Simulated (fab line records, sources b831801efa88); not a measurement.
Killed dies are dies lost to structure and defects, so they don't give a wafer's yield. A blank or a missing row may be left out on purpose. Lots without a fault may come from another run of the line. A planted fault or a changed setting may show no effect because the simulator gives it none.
Which tool did it? | flow sky130 | 6 lots, 18 wafers sampled, at 2 steps of a route of 708

WHAT THE GAUGES READ, wafer by wafer
SKY_VT_ADJUST_HVTR_TW_MEAS_11.
lot  | measured     | on            | VT_ADJUST_HVTR_TW
L603 | day 9 16:05  | film_metro-04 | 215.5 214.9 215.7
L606 | day 10 20:03 | film_metro-01 | 212.2 212.8 211.7
L608 | day 11 03:26 | film_metro-01 | 212.2 213.8 211.6
L610 | day 11 23:03 | film_metro-01 | 211.7 211.5 211.5
L615 | day 15 00:06 | film_metro-02 | 196.3 197.2 196.6
L620 | day 15 11:52 | film_metro-04 | 216.5 216.6 216.1

WHICH TOOL RAN EACH LOT (tool, then ch and the chambers of the sampled wafers, then the start)
lot  | SKY_VT_ADJUST_HVTR_IMPLANT_09
L603 | implanter-04 ch 0, day 9 15:53
L606 | implanter-02 ch 0, day 10 19:49
L608 | implanter-03 ch 0, day 11 03:11
L610 | implanter-02 ch 0, day 11 22:49
L615 | implanter-03 ch 0, day 14 23:51
L620 | implanter-04 ch 0, day 15 11:37
- SKY_VT_ADJUST_HVTR_IMPLANT_09

THE ANSWER, worked out from the rows above alone
Rule: what is usual is taken from the lots themselves. Put in order of their means at a reading, lots are off if they are a third of the lots or fewer, leave a main group of 4 or more, and stand apart from it by a gap of 3 or more times the standard deviation of the main group's means; of several such gaps the widest counts. A main group whose means are all the same, to the digits that the tables above print for the reading, isn't used. A lot without any number at a reading at which 4 lots or more have one is off too. The other lots that the step has rows for count as sound.
Off: L615, at SKY_VT_ADJUST_HVTR_TW_MEAS_11 (VT_ADJUST_HVTR_TW). The main group: mean 213.6, standard deviation 1.9.
A tool fits if, at a process step before that reading, it ran every lot that is off, and no sound lot after the first of them. The gauges at SKY_VT_ADJUST_HVTR_TW_MEAS_11 are tried like those tools. Can't be told from this: 2 tools fit, implanter-03 at SKY_VT_ADJUST_HVTR_IMPLANT_09, film_metro-02 at SKY_VT_ADJUST_HVTR_TW_MEAS_11.

WHAT THE SIMULATOR HAD PUT IN
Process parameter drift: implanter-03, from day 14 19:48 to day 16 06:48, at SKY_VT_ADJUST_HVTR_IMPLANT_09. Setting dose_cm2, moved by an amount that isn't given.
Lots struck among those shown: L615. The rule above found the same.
